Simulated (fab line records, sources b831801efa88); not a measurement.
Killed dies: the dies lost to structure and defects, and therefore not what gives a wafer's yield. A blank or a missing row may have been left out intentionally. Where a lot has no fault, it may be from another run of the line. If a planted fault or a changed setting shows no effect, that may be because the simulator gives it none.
Problem report in the 8D (eight disciplines) form, filled by code / flow sky130 / the parts of the form that need people (team, actions taken, sign-off) are left out

1. PROBLEM STATEMENT
At SKY_POLY_CUT_ETCH_11, oes_product_au averages 0.793 a.u. over 6 wafers from 2 lots, while fault-free wafers read 0.830 a.u., standard deviation 0.0062. Measured from the usual mean, that is -6.0 standard deviations.
The step: etches Si3N4 in CF4/CH2F2/Ar, stops on poly-Si, time 42.5 s, target depth 60 nm.
The first sign was on wafer L445.2 at day 29 08:02, on rie_diel-02. The record has a number at this step for 33 wafers belonging to 11 lots. Rule for "out", or "out of limits": more than 4 standard deviations from the usual mean. The rest of the wafers with a number are treated as sound.

2. WHAT IT IS; WHAT IT IS NOT
question=which readings at this step | is=oes_product_au | is not=drypump_motor_current_A, throttle_valve_pct
question=which lots | is=L445, L447 | is not=L431, L433, L436, L438, L439, L442, L444, L451, L453
question=which wafers of those lots | is=all that have a number | is not=-
question=read on which tools | is=rie_diel-02 | is not=rie_diel-01, rie_diel-04
question=when | is=from day 29 08:02 | is not=up to then (21 sound wafers); but 6 sound wafers of L451, L453 came after

3. SUSPECTS, AND WHAT RULES EACH OUT
Counting: any tool at a process step up to the reading is kept as a suspect provided that every lot that is out went through it and no sound lot did after the first of them.
- rie_diel-04 at SKY_SPACER_ETCHBACK_02 (etches Si3N4 in CH3F/O2, stops on SiO2, time 46.7 s, target depth 45 nm): kept. It processed each lot that is out, first L445 at day 28 03:07, and no sound lot thereafter; up to then, the last sound lot it processed was L439 at day 26 08:14.
- rie_diel-02 at SKY_POLY_CUT_ETCH_11 (etches Si3N4 in CF4/CH2F2/Ar, stops on poly-Si, time 42.5 s, target depth 60 nm): kept. It processed each lot that is out, first L445 at day 29 08:02, and no sound lot thereafter; up to then, the last sound lot it processed was L439 at day 27 13:34. Its own readings are out on those wafers: oes_product_au.
After counting, rie_diel-04 at SKY_SPACER_ETCHBACK_02 and rie_diel-02 at SKY_POLY_CUT_ETCH_11 remain.

4. THE CAUSE (what the simulator had put in)
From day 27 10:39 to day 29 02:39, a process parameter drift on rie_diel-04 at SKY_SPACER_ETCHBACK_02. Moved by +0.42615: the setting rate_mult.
After counting, 2 suspects remain, this tool included.

5. SEQUENCE OF EFFECTS, ordered by route
Each row: a reading where the mean over the struck wafers with a number is more than 3 standard deviations away from the usual. Readings are gone through only where the record gives a usual standard deviation; hours: the median, over the lots, of the time from a lot's start at the first step in this table giving one to that lot's start at this step; sigmas: the change measured in usual standard deviations.
hours=0; step=SKY_POLY_CUT_ETCH_11; reading=oes_product_au; usual=0.830 a.u.; on struck wafers=0.793; change=-0.037; sigmas=-6.0
Its process steps:
- SKY_POLY_CUT_ETCH_11: etches Si3N4 in CF4/CH2F2/Ar, stops on poly-Si, time 42.5 s, target depth 60 nm.
Later steps that measure or inspect, where all struck wafers having a row at the step show a number for every such reading and not one has moved that far: SKY_SD_P_CD_MEAS_07.

6. WHAT WOULD HAVE CAUGHT IT SOONER
First out-of-limits reading in this record: day 29 08:02, which is 45 hours after fault onset at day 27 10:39.
An alarm limit of 4 standard deviations would not have fired on the tool readings at SKY_SPACER_ETCHBACK_02 for which the record gives a usual standard deviation, since none of them was out on any struck wafer.
By day 29 08:02, every lot that is out (2) had started SKY_SPACER_ETCHBACK_02 on rie_diel-04. Tool hold at that time: it would have spared none of them.
